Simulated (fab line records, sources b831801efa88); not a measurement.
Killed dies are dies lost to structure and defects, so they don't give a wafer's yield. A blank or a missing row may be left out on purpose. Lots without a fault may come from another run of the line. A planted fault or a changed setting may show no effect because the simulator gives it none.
fab line records | flow sky130
record lots=6 wafers=18 last_day=50
route steps=708 shown RES_XHIGH@336 SD_N@342 PAD_OPEN@708
lots that met no fault: from a run of the same line without faults
start_h: hours from the record's first day to the start of the lot's first wafer shown | wait_h: hours since the lot's step before | " the same as in the row above | L1.1+2: a row that stands for several wafers | - no value, or no start given | * or withheld: withheld | < > ~ a bound
route shown NAME@n: a module of which the file shows steps, and the number in the route of the first | usual: mean/standard deviation of fault-free wafers | same: alike in all rows | chamber/n: place in a boat | sites: the reading at each site | _std_site: their standard deviation | _edge_site: outer sites' mean less inner sites' | radius_mm: how far each site lies from the wafer's centre | mask NAME#n: copy n | behind: the tool/chamber that last shaped the wafer | hold: why the lot was held/for how many hours/how that ended | device: the transistor (n, p or np) that didn't switch | end of line: the same wafers' tests at the end of the route | a step without rows: its recipe alone | killed: dies lost to structure and defects at the first sort, not the wafer's yield | map: a wafer's dies, x killed, . not, _ none there
set.NAME: the setting as run; set.NAME@STEP: as run at that earlier step | model.NAME: the simulator's own value behind a step, which no gauge read
lots at some steps of the route; a table a step, a row a wafer
services: from which hour (start_h, from the record's first day; less than 0 if before it) a tool's chamber was out of use, for how many hours, and why
## steps
# step SKY_RES_XHIGH_EXPOSE_04
# recipe mask_id=URPM na=0.6 source_shape=conventional sigma_outer=0.6 polarization=unpolarized target_cd_nm=1270 dose_mj=140
# step SKY_RES_XHIGH_PEB_05
# recipe temp_c=withheld time_s=* resist=NOVOLAK
# step SKY_RES_XHIGH_DEVELOP_06
# recipe resist=NOVOLAK developer=TMAH develop_time_s=60 dev_temp_c=23
# step SKY_RES_XHIGH_IMPLANT_07
# recipe species=BF2 energy_kev=20 dose_cm2=3.6e+14 tilt_deg=0
# step SKY_RES_XHIGH_STRIP_08
# recipe chemistry=O2/N2 power_w=1400 pressure_mtorr=1500 platen_temp_c=withheld o2_flow_sccm=3000 n2_flow_sccm=300 overash_fraction=0.5
# usual drypump_motor_current_A=5.5/0.37 oes_product_au=0.711/0.0045 strip_time_to_endpoint_s=14.26/0.04
# columns lot.wafer tool chamber start_h wait_h drypump_motor_current_A oes_product_au rf_hours_counter_h strip_time_to_endpoint_s
L712.1 plasma_asher-03 0 666.12 0.1 5.6 0.714 22 14.29
L712.3 " 1 " " 5.6 0.709 - 14.24
L712.5 " 0 " " 5.6 0.711 - 14.24
L713.2 plasma_asher-04 1 690.01 0.1 5.3 0.705 60 14.28
L713.3 " 0 " " 5.8 0.714 - 14.31
L713.4 " 1 " " 5.4 0.713 - 14.25
L719.3 plasma_asher-02 1 721.85 0.1 4.7 0.705 - 14.33
L719.4 " 0 " " 5.8 0.712 - 14.33
L719.5 " 0 " " 5.8 0.717 - 14.28
L724.4 plasma_asher-02 1 767.50 0.1 4.8 0.716 - 14.27
L724.5 " 0 " " 5.8 0.700 - 14.29
L724.6 " 1 " " 4.8 0.712 - 14.24
L726.2 plasma_asher-03 1 775.68 0.1 5.6 0.718 33 14.28
L726.3 " 1 " " 5.6 0.711 - 14.25
L726.5 " 1 " " 5.6 0.710 - 14.27
L725.1 plasma_asher-03 1 778.98 0.1 5.6 0.715 33 14.19
L725.2 " 0 " " 5.6 0.704 33 14.24
L725.6 " 1 " " 5.6 0.707 - 14.21
# step SKY_RES_XHIGH_TW_MEAS_09
# usual RES_XHIGH_TW=1631/12
# columns lot.wafer tool chamber start_h wait_h RES_XHIGH_TW
L712.1 film_metro-04 - 666.22 0.1 1633
L712.3 " - " " 1638
L712.5 " - " " 1635
L713.2 film_metro-01 - 690.12 0.1 1648
L713.3 " - " " 1644
L713.4 " - " " 1642
L719.3 film_metro-04 - 721.94 0.1 1622
L719.4 " - " " 1620
L719.5 " - " " 1623
L724.4 film_metro-04 - 767.60 0.1 1619
L724.5 " - " " 1614
L724.6 " - " " 1615
L726.2 film_metro-01 - 775.79 0.1 1650
L726.3 " - " " 1652
L726.5 " - " " 1640
L725.1 film_metro-03 - 779.08 0.1 1627
L725.2 " - " " 1632
L725.6 " - " " 1629
# step SKY_SD_N_DEHYDRATE_00
# recipe temp_c=200 time_s=60
# step SKY_SD_N_HMDS_01
# recipe prime_time_s=60 prime_temp_c=120
# step SKY_SD_N_COAT_02
# recipe resist=NOVOLAK spin_rpm=3000 resist_thk_nm=1140
# step SKY_SD_N_SOFTBAKE_03
# recipe temp_c=90 time_s=60 resist=NOVOLAK
# step SKY_SD_N_EXPOSE_04
# recipe mask_id=NSDM na=0.6 source_shape=conventional sigma_outer=0.6 polarization=unpolarized target_cd_nm=380 dose_mj=141
# step SKY_SD_N_PEB_05
# recipe temp_c=withheld time_s=* resist=NOVOLAK
# step SKY_SD_N_DEVELOP_06
# recipe resist=NOVOLAK developer=TMAH develop_time_s=60 dev_temp_c=23
# usual developer_temp_C=23.01/0.097 resist_line_temp_C=23.01/0.11
# columns lot.wafer tool chamber start_h wait_h developer_temp_C resist_line_temp_C
L712.1 litho_track-04 0 694.05 0.1 23.16 23.03
L712.3 " 0 " " 22.92 23.15
L712.5 " 0 " " 22.92 23.10
L713.2 litho_track-04 0 717.83 0.1 22.99 23.01
L713.3 " 0 " " 23.15 22.85
L713.4 " 0 " " 23.17 22.81
L719.3 litho_track-01 0 749.78 0.1 22.86 22.82
L719.4 " 0 " " 22.98 22.90
L719.5 " 0 " " 23.09 22.81
L724.4 litho_track-01 0 794.11 0.1 23.12 23.00
L724.5 " 0 " " 23.00 22.91
L724.6 " 0 " " 23.19 23.05
L726.2 litho_track-04 0 801.63 0.1 23.02 22.93
L726.3 " 0 " " 23.08 23.04
L726.5 " 0 " " 23.00 22.91
L725.1 litho_track-03 0 805.37 0.1 22.95 22.92
L725.2 " 0 " " 22.98 23.04
L725.6 " 0 " " 23.18 22.84
# step SKY_SD_N_CD_MEAS_07
# recipe target_cd_nm=380
# usual cd_nm=380.5/2.3
# columns lot.wafer tool chamber start_h wait_h cd_nm
L712.1 cd_sem-02 - 694.20 0.1 381.6
L712.3 " - " " 380.9
L712.5 " - " " -
L713.2 cd_sem-02 - 717.97 0.1 381.1
L713.3 " - " " 385.2
L713.4 " - " " -
L719.3 cd_sem-02 - 749.92 0.1 379.5
L719.4 " - " " 378.8
L719.5 " - " " 379.7
L724.4 cd_sem-01 - 794.24 0.1 382.4
L724.5 " - " " 382.3
L724.6 " - " " 384.8
L726.2 cd_sem-02 - 801.77 0.1 384.8
L726.3 " - " " 382.0
L726.5 " - " " 384.6
L725.1 cd_sem-01 - 805.52 0.1 379.2
L725.2 " - " " 380.4
L725.6 " - " " 380.8
# step SKY_SD_N_OVL_MEAS_08
# usual SD_N_OVL=0.6/1.4
# columns lot.wafer tool chamber start_h wait_h SD_N_OVL[nm]
L712.1 overlay-01 - 694.32 0.1 -0.4
L712.3 " - " " 2.5
L712.5 " - " " -
L713.2 overlay-02 - 718.08 0.1 0.6
L713.3 " - " " 0.7
L713.4 " - " " -
L719.3 overlay-02 - 750.01 0.1 -0.6
L719.4 " - " " -1.0
L719.5 " - " " -0.3
L724.4 overlay-02 - 794.32 0.1 -0.8
L724.5 " - " " -1.3
L724.6 " - " " 0.7
L726.2 overlay-02 - 801.88 0.1 2.0
L726.3 " - " " 1.3
L726.5 " - " " -0.2
L725.1 overlay-02 - 805.64 0.1 3.2
L725.2 " - " " 0.4
L725.6 " - " " -0.8
# step SKY_SD_N_IMPLANT_09
# recipe species=As energy_kev=50 dose_cm2=4e+15 tilt_deg=0
# step SKY_SD_N_IMPLANT_10
# recipe species=P energy_kev=20 dose_cm2=1e+14 tilt_deg=0
# step SKY_SD_N_STRIP_11
# recipe chemistry=O2/N2 power_w=1400 pressure_mtorr=1500 platen_temp_c=withheld o2_flow_sccm=3000 n2_flow_sccm=300 overash_fraction=0.5
# usual drypump_motor_current_A=5.57/0.15 oes_product_au=0.528/0.0048 strip_time_to_endpoint_s=22.55/0.049
# columns lot.wafer tool chamber start_h wait_h drypump_motor_current_A oes_product_au rf_hours_counter_h strip_time_to_endpoint_s
L712.1 plasma_asher-03 0 694.70 0.2 5.54 0.528 25 22.59
L712.3 " 0 " " 5.54 0.528 - 22.62
L712.5 " 0 " " 5.54 0.525 - 22.60
L713.2 plasma_asher-03 0 718.41 0.1 5.54 0.531 27 22.57
L713.3 " 1 " " 5.57 0.525 - 22.57
L713.4 " 0 " " 5.54 0.533 - 22.58
L719.3 plasma_asher-01 0 750.37 0.1 5.58 0.528 - 22.52
L719.4 " 1 " " 5.54 0.531 - 22.56
L719.5 " 0 " " 5.60 0.521 - 22.54
L724.4 plasma_asher-04 0 794.67 0.1 5.85 0.522 - 22.63
L724.5 " 0 " " 5.84 0.520 - 22.65
L724.6 " 1 " " 5.35 0.532 - 22.63
L726.2 plasma_asher-04 1 802.21 0.1 5.36 0.527 69 22.49
L726.3 " 1 " " 5.35 0.525 - 22.52
L726.5 " 0 " " 5.88 0.529 - 22.47
L725.1 plasma_asher-03 0 805.98 0.1 5.54 0.531 36 22.61
L725.2 " 1 " " 5.57 0.536 36 22.64
L725.6 " 0 " " 5.54 0.528 - 22.64
# step SKY_SD_N_TW_MEAS_12
# usual SD_N_TW=3973/31
# columns lot.wafer tool chamber start_h wait_h SD_N_TW
L712.1 film_metro-01 - 694.80 0.1 4006
L712.3 " - " " 4002
L712.5 " - " " 30
L713.2 film_metro-03 - 718.52 0.1 3986
L713.3 " - " " 3982
L713.4 " - " " 30
L719.3 film_metro-04 - 750.46 0.1 3948
L719.4 " - " " 3952
L719.5 " - " " 3923
L724.4 film_metro-03 - 794.77 0.1 3970
L724.5 " - " " 3964
L724.6 " - " " 3958
L726.2 film_metro-01 - 802.33 0.1 4002
L726.3 " - " " 3995
L726.5 " - " " 3989
L725.1 film_metro-01 - 806.08 0.1 3982
L725.2 " - " " 4000
L725.6 " - " " 4005
# step SKY_SD_N_CLEAN_13
# recipe chemistry=SC1/SC2 mix=1:4:20 temp_c=70 time_s=150 dry=n2_spin
# step SKY_PAD_OPEN_PROBE_99
# usual killed_at_M0_to_M3=44/7 killed_at_M4_up=3.0/1.7 killed_at_contacts=24/5.2 killed_at_front_end=15/4.8 killed_at_other=0.2/0.56 killed_dies=86/9.7 killed_on_rim=17/4.1 killed_open=47/7.1 killed_short=39/6.3
# same gross_dies=492 killed_at_back_side=0
# columns lot.wafer tool chamber start_h wait_h killed_at_M0_to_M3 killed_at_M4_up killed_at_contacts killed_at_front_end killed_at_other killed_dies killed_on_rim killed_open killed_short
L712.1 prober-01 - 1112.04 0.1 41 8 34 24 0 107 26 53 51
L712.3 prober-01 - 1112.14 0.2 42 5 32 14 0 93 20 50 43
L712.5 prober-01 - 1112.24 0.2 32 2 28 430 0 492 96 57 30
L713.4 prober-01 - 1130.23 0.2 40 2 35 415 0 492 96 42 45
L719.3 prober-02 - 1155.29 0.2 44 5 23 13 2 87 18 44 41
L719.4 prober-02 - 1155.34 0.2 45 2 31 10 2 90 17 54 35
L719.5 prober-02 - 1155.39 0.2 53 2 18 16 0 89 15 52 37
L725.1 prober-02 - 1189.03 0.1 39 3 35 11 0 88 13 49 39
L725.2 prober-02 - 1189.08 0.1 47 3 27 18 1 96 21 54 42
L725.6 prober-02 - 1189.28 0.2 35 3 14 22 0 74 12 36 38
# killed by level:class
L712.1 CONTACT:geometric_particle:short=10 CONTACT:geometric_particle:open=10 LI_CONTACT:geometric_particle:open=9 METAL2:geometric_particle:short=9 VIA1:geometric_particle:open=8 FIELD_ISO:geometric_particle:open=7 POLY_GATE:geometric_particle:short=7 VIA2:geometric_particle:open=6
L712.3 VIA1:geometric_particle:open=11 LI_CONTACT:geometric_particle:open=9 CONTACT:geometric_particle:open=9 VIA3:geometric_particle:open=9 FIELD_ISO:geometric_particle:short=6 METAL3:geometric_particle:short=6 CONTACT:geometric_particle:short=5 METAL1:geometric_particle:short=5
L712.5 SD_N:area_develop=405 CONTACT:geometric_particle:open=12 LI_CONTACT:geometric_particle:open=9 VIA1:geometric_particle:open=9 VIA2:geometric_particle:open=8 FIELD_ISO:geometric_particle:open=7 FIELD_ISO:geometric_particle:short=6 VIA3:geometric_particle:open=4
L713.4 SD_N:area_develop=405 LI_CONTACT:geometric_particle:open=12 CONTACT:geometric_particle:open=9 METAL1:geometric_particle:short=6 VIA1:geometric_particle:short=6 VIA1:geometric_particle:open=6 LOCAL_INTERCONNECT:geometric_particle:short=5 METAL2:geometric_particle:short=5
L719.3 VIA1:geometric_particle:open=11 VIA3:geometric_particle:open=8 VIA1:geometric_particle:short=8 LI_CONTACT:geometric_particle:open=7 CONTACT:geometric_particle:open=5 CONTACT:geometric_particle:short=5 VIA2:geometric_particle:open=5 LOCAL_INTERCONNECT:geometric_particle:short=4
L719.4 CONTACT:geometric_particle:open=17 VIA1:geometric_particle:open=11 VIA3:geometric_particle:open=8 VIA2:geometric_particle:open=7 LI_CONTACT:geometric_particle:short=5 LOCAL_INTERCONNECT:geometric_particle:short=5 METAL1:geometric_particle:short=5 VIA1:geometric_particle:short=5
L719.5 VIA1:geometric_particle:open=16 VIA2:geometric_particle:open=9 CONTACT:geometric_particle:open=6 METAL1:geometric_particle:short=6 VIA2:geometric_particle:short=6 VIA1:geometric_particle:short=5 LI_CONTACT:geometric_particle:open=4 SPACER:geometric_particle:short=4
L725.1 CONTACT:geometric_particle:open=13 VIA1:geometric_particle:open=11 LI_CONTACT:geometric_particle:open=9 VIA1:geometric_particle:short=7 CONTACT:geometric_particle:short=6 VIA2:geometric_particle:open=5 POLY_GATE:geometric_particle:short=4 LOCAL_INTERCONNECT:geometric_particle:short=4
L725.2 CONTACT:geometric_particle:open=14 VIA1:geometric_particle:open=9 VIA3:geometric_particle:open=9 METAL2:geometric_particle:short=9 FIELD_ISO:geometric_particle:short=6 VIA2:geometric_particle:open=6 POLY_GATE:geometric_particle:short=5 LI_CONTACT:geometric_particle:open=5
L725.6 VIA1:geometric_particle:open=9 METAL1:geometric_particle:short=6 LI_CONTACT:geometric_particle:open=5 POLY_GATE:geometric_particle:short=5 FIELD_ISO:geometric_particle:short=4 VIA3:geometric_particle:open=4 FIELD_ISO:geometric_particle:open=3 SPACER:geometric_particle:open=3
# map L712.5 (x killed, . not)
__________xxxxxxxxxx_________
________xxxxxxxxxxxxxx_______
______xxxxxxxxxxxxxxxxxx_____
_____xxxxxxxxxxxxxxxxxxxx____
____xxxxxxxxxxxxxxxxxxxxxx___
___xxxxxxxxxxxxxxxxxxxxxxxx__
__xxxxxxxxxxxxxxxxxxxxxxxxxx_
_xxxxxxxxxxxxxxxxxxxxxxxxxxxx
_xxxxxxxxxxxxxxxxxxxxxxxxxxxx
_xxxxxxxxxxxxxxxxxxxxxxxxxxxx
_xxxxxxxxxxxxxxxxxxxxxxxxxxxx
_xxxxxxxxxxxxxxxxxxxxxxxxxxxx
_xxxxxxxxxxxxxxxxxxxxxxxxxxxx
_xxxxxxxxxxxxxxxxxxxxxxxxxxxx
_xxxxxxxxxxxxxxxxxxxxxxxxxxxx
__xxxxxxxxxxxxxxxxxxxxxxxxxx_
___xxxxxxxxxxxxxxxxxxxxxxxx__
____xxxxxxxxxxxxxxxxxxxxxx___
_____xxxxxxxxxxxxxxxxxxxx____
______xxxxxxxxxxxxxxxxxx_____
________xxxxxxxxxxxxxx_______
__________xxxxxxxxxx_________
# map L713.4 (x killed, . not)
__________xxxxxxxxxx_________
________xxxxxxxxxxxxxx_______
______xxxxxxxxxxxxxxxxxx_____
_____xxxxxxxxxxxxxxxxxxxx____
____xxxxxxxxxxxxxxxxxxxxxx___
___xxxxxxxxxxxxxxxxxxxxxxxx__
__xxxxxxxxxxxxxxxxxxxxxxxxxx_
_xxxxxxxxxxxxxxxxxxxxxxxxxxxx
_xxxxxxxxxxxxxxxxxxxxxxxxxxxx
_xxxxxxxxxxxxxxxxxxxxxxxxxxxx
_xxxxxxxxxxxxxxxxxxxxxxxxxxxx
_xxxxxxxxxxxxxxxxxxxxxxxxxxxx
_xxxxxxxxxxxxxxxxxxxxxxxxxxxx
_xxxxxxxxxxxxxxxxxxxxxxxxxxxx
_xxxxxxxxxxxxxxxxxxxxxxxxxxxx
__xxxxxxxxxxxxxxxxxxxxxxxxxx_
___xxxxxxxxxxxxxxxxxxxxxxxx__
____xxxxxxxxxxxxxxxxxxxxxx___
_____xxxxxxxxxxxxxxxxxxxx____
______xxxxxxxxxxxxxxxxxx_____
________xxxxxxxxxxxxxx_______
__________xxxxxxxxxx_________
## services
# columns tool chamber start_h hours kind
plasma_asher-01 - 668.19 2.0 repair
plasma_asher-04 - 679.46 2.8 pm
plasma_asher-04 - 692.07 13.4 repair
litho_track-04 - 703.06 - consumable_replace:filter
plasma_asher-04 - 706.34 2.1 repair
plasma_asher-04 - 733.33 7.1 repair
plasma_asher-01 - 733.75 9.0 pm
plasma_asher-01 0 733.75 9.0 vent_cycle
plasma_asher-01 1 733.75 9.0 vent_cycle
plasma_asher-01 0 742.75 - clean
plasma_asher-01 1 742.75 - clean
litho_track-03 - 789.14 - consumable_replace:filter
plasma_asher-01 - 793.08 2.8 pm
plasma_asher-02 - 793.68 1.0 repair
## key
first_sign step=SKY_SD_N_CD_MEAS_07 reading=cd_nm direction=missing
effect step=SKY_SD_N_OVL_MEAS_08 reading=SD_N_OVL direction=missing
effect step=SKY_SD_N_TW_MEAS_12 reading=SD_N_TW direction=down sigmas=99+ usual=3973 struck=30
effect step=SKY_PAD_OPEN_PROBE_99 reading=killed_at_front_end direction=up sigmas=86 usual=15 struck=422
more_kills_born_at SKY_SD_N_DEVELOP_06@litho_track-04=810
met_at SKY_SD_N_DEVELOP_06
struck_wafers L712.5,L713.4
tester_left_out L712,L713
fault kind=process_parameter_drift tool=litho_track-04 chamber=- onset_h=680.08 steps=SKY_SD_N_DEVELOP_06 channel=develop_time_s offset=* shape=step end_h=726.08 scope=struck_wafers_only acts_in=* stated=*
# tester_left_out: of these lots the tester's yield and bins aren't shown, on N5 and GAA mostly nor the transistor test; their killed dies are dies lost to structure and defects alone, not to doping, threshold or leakage, so they don't give the yield
